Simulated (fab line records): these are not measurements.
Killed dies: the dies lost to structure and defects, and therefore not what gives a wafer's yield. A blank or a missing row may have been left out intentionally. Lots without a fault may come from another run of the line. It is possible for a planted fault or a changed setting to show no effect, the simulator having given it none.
Which of the tools did it?	flow sky130	Sampling: 6 lots, 18 wafers, 2 of 708 route steps

== WHAT THE GAUGES SHOWED, per wafer ==
SKY_CAP2M_OVL_MEAS_12.
lot	measured	on	CAP2M_OVL (nm)
L292	day 42 08:13	overlay-01	-0.4 0.7 -0.9
L296	day 43 10:40	overlay-02	0.4 0.9 1.6
L299	day 44 10:52	overlay-01	0.0 1.0 0.6
L306	day 46 06:19	overlay-02	1.7 0.4 2.1
L310	day 47 05:25	overlay-01	0.8 1.5 0.0
L313	day 47 21:23	overlay-02	1.6 0.8 0.8

== EACH LOT AND THE TOOL THAT RAN IT (in order: tool; ch and the chambers of the sampled wafers; start) ==
lot	SKY_CAP2M_SPUTTER_02
L292	pvd sputter-02, day 41 07:46
L296	pvd sputter-02, day 42 10:55
L299	pvd sputter-02, day 43 11:23
L306	pvd sputter-04, day 45 07:47
L310	pvd sputter-03, day 46 07:26
L313	pvd sputter-02, day 47 00:35
- SKY_CAP2M_SPUTTER_02: material TiN, target thk 200 nm, time 166.7 s.

== THE ANSWER, worked out from the rows above alone ==
Rule: usual is defined by the lots themselves. The widest of any qualifying gaps counts: lots, ordered by their means at a reading, are off when they make up no more than a third of the lots, leave a main group of 4 or more, and stand apart from it by 3 or more times the standard deviation of that group's means. If all means in a main group match to the digits the tables above print for the reading, that group is not used. Also off: a lot with no number at a reading for which 4 or more lots have one. All remaining lots with rows at the step are treated as sound.
No lot is off on any of the readings shown, so nothing can be concluded from this.

== WHAT THE SIMULATOR HAD INSERTED ==
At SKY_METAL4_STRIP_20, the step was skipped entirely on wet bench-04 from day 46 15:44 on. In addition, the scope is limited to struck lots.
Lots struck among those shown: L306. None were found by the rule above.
